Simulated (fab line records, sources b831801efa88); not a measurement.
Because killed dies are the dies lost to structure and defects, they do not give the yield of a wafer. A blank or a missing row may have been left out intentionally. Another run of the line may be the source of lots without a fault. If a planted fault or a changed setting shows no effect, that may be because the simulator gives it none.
A struck lot beside a sound one	flow sky130	42 out of 708 route steps
Sound: wafers L202.1, L202.2, L202.5. Wafers struck: L198.2, L198.3, L198.4. Last of all comes the cause.
Each step with rows lists, per side, the tool, then ch with its chambers, then its first start. Under that, the readings that differ: sound wafers	struck wafers	difference of the means	sigmas: that difference in standard deviations of wafers without a fault.
alike: readings whose means differ by less than 2 such deviations, and words and numbers that are the same on both sides. not compared: withheld readings, readings that some wafer has no value for, bounds like >300 that may hide the same value, and numbers for which the record gives no deviation and whose values overlap.
Wherever a step has rows on one side only, a row that says differs or no value, or a row with sigmas, the two part there. Non-overlapping numbers with no deviation appear without sigmas and do not part them. Lack of a reading on every wafer of one side parts them only where that side has two or more wafers.

first, 1 step without rows for these wafers: SKY_DNWELL_IMPLANT_07.
SKY_DNWELL_STRIP_08: strips in O2/N2.
  sound on plasma-asher-02 ch 0,1, day 6 01:34; struck on plasma-asher-03 ch 0,1, day 5 04:01
  alike: drypump-motor-current-A, oes-product-au, strip-time-to-endpoint-s
  not compared: rf-hours-counter-h
SKY_DNWELL_TW_MEAS_09:
  sound on film-metro-03, day 6 01:40; struck on film-metro-01, day 5 04:08
  alike: DNWELL_TW
then, 7 steps without rows for these wafers: SKY_PWDE_DEHYDRATE_00 (time 60 s); SKY_PWDE_HMDS_01 (prime time 60 s); SKY_PWDE_COAT_02 (resist thk 3000 nm); SKY_PWDE_SOFTBAKE_03; SKY_PWDE_EXPOSE_04 (exposes mask PWDEM, target cd 840 nm); SKY_PWDE_PEB_05; SKY_PWDE_DEVELOP_06 (develop time 60 s).
SKY_PWDE_OVL_MEAS_07:
  sound on overlay-02, day 6 20:10; struck on overlay-01, day 5 22:04
  alike: PWDE_OVL
next, for these wafers, 1 step has no rows: SKY_PWDE_IMPLANT_08.
SKY_PWDE_STRIP_09: strips in O2/N2.
  sound on plasma-asher-01 ch 0,1, day 6 20:21; struck on plasma-asher-02 ch 0,1, day 5 22:15
  alike: drypump-motor-current-A, oes-product-au, strip-time-to-endpoint-s
  not compared: rf-hours-counter-h
SKY_PWDE_TW_MEAS_10:
  sound on film-metro-01, day 6 20:27; struck on film-metro-03, day 5 22:22
  alike: PWDE_TW
then, 7 steps without rows for these wafers: SKY_NWELL_DEHYDRATE_03 (time 60 s); SKY_NWELL_HMDS_04 (prime time 60 s); SKY_NWELL_COAT_05 (resist thk 3000 nm); SKY_NWELL_SOFTBAKE_06; SKY_NWELL_EXPOSE_07 (exposes mask NWM, target cd 840 nm); SKY_NWELL_PEB_08; SKY_NWELL_DEVELOP_09 (develop time 60 s).
SKY_NWELL_OVL_MEAS_10:
  sound on overlay-01, day 7 15:40; struck on overlay-02, day 6 17:29
  alike: NWELL_00_OVL
then, 3 steps without rows for these wafers: SKY_NWELL_IMPLANT_11; SKY_NWELL_IMPLANT_12; SKY_NWELL_IMPLANT_13.
SKY_NWELL_STRIP_14: strips in O2/N2.
  sound on plasma-asher-01 ch 0,1, day 7 16:09; struck on plasma-asher-03 ch 0,1, day 6 17:58
reading	sound	struck	difference	sigmas
strip-time-to-endpoint-s (s)	36.75 36.77 36.75	37.11 37.06 37.01	+0.30	+3
  alike: drypump-motor-current-A, oes-product-au
  not compared: rf-hours-counter-h
SKY_NWELL_TW_MEAS_15:
  sound on film-metro-01, day 7 16:15; struck on film-metro-01, day 6 18:04
reading	sound	struck	difference	sigmas
NWELL_TW	1819 1809 1816	1826 1838 1837	+19	+2
then, 7 steps without rows for these wafers: SKY_NWELL_DEHYDRATE_16 (time 60 s); SKY_NWELL_HMDS_17 (prime time 60 s); SKY_NWELL_COAT_18 (resist thk 3000 nm); SKY_NWELL_SOFTBAKE_19; SKY_NWELL_EXPOSE_20 (exposes mask NWM COMPLEMENT, target cd 840 nm); SKY_NWELL_PEB_21; SKY_NWELL_DEVELOP_22 (develop time 57.51 s).
SKY_NWELL_OVL_MEAS_23:
  sound on overlay-02, day 8 12:40; struck on overlay-02, day 7 13:56
  alike: NWELL_01_OVL
next, for these wafers, 1 step has no rows: SKY_NWELL_IMPLANT_24.
SKY_NWELL_STRIP_25: strips in O2/N2.
  sound on plasma-asher-03 ch 0,1, day 8 12:51; struck on plasma-asher-04 ch 0,1, day 7 14:21
  alike: drypump-motor-current-A, oes-product-au, strip-time-to-endpoint-s
  not compared: rf-hours-counter-h
SKY_NWELL_TW_MEAS_26:
  sound on film-metro-04, day 8 12:57; struck on film-metro-03, day 7 14:28
  alike: NWELL_2_TW
then, 1 step without rows for these wafers: SKY_NWELL_CLEAN_27 (cleans in SC1/SC2, time 150 s).
SKY_NWELL_RTA_28: time 30 s.
  sound on rtp-anneal-02 ch 0, day 8 13:04; struck on rtp-anneal-02 ch 0, day 7 14:34
  alike: anneal-temp-c-max, lamp-power-pct, wafer_temp_C_max
SKY_NWELL_RS_MEAS_29: uses a four-point probe to measure.
  sound on film-metro-01, day 8 13:10; struck on film-metro-01, day 7 14:41
  alike: NWELL_RS
-- the record jumps here: 40 days lie between the struck wafers' starts before and after (it left off in module NWELL and takes up again in module PAD_OPEN, whose first step shown is number 708 of the route) --
SKY_PAD_OPEN_PROBE_99:
  rows exist in the record for the struck wafers here (prober-02, day 48 02:29), but not for the sound ones

## WHERE THEY PART
At SKY_NWELL_STRIP_14 first; at SKY_PAD_OPEN_PROBE_99 last (within this record only).

WHY: the cause the simulator had injected
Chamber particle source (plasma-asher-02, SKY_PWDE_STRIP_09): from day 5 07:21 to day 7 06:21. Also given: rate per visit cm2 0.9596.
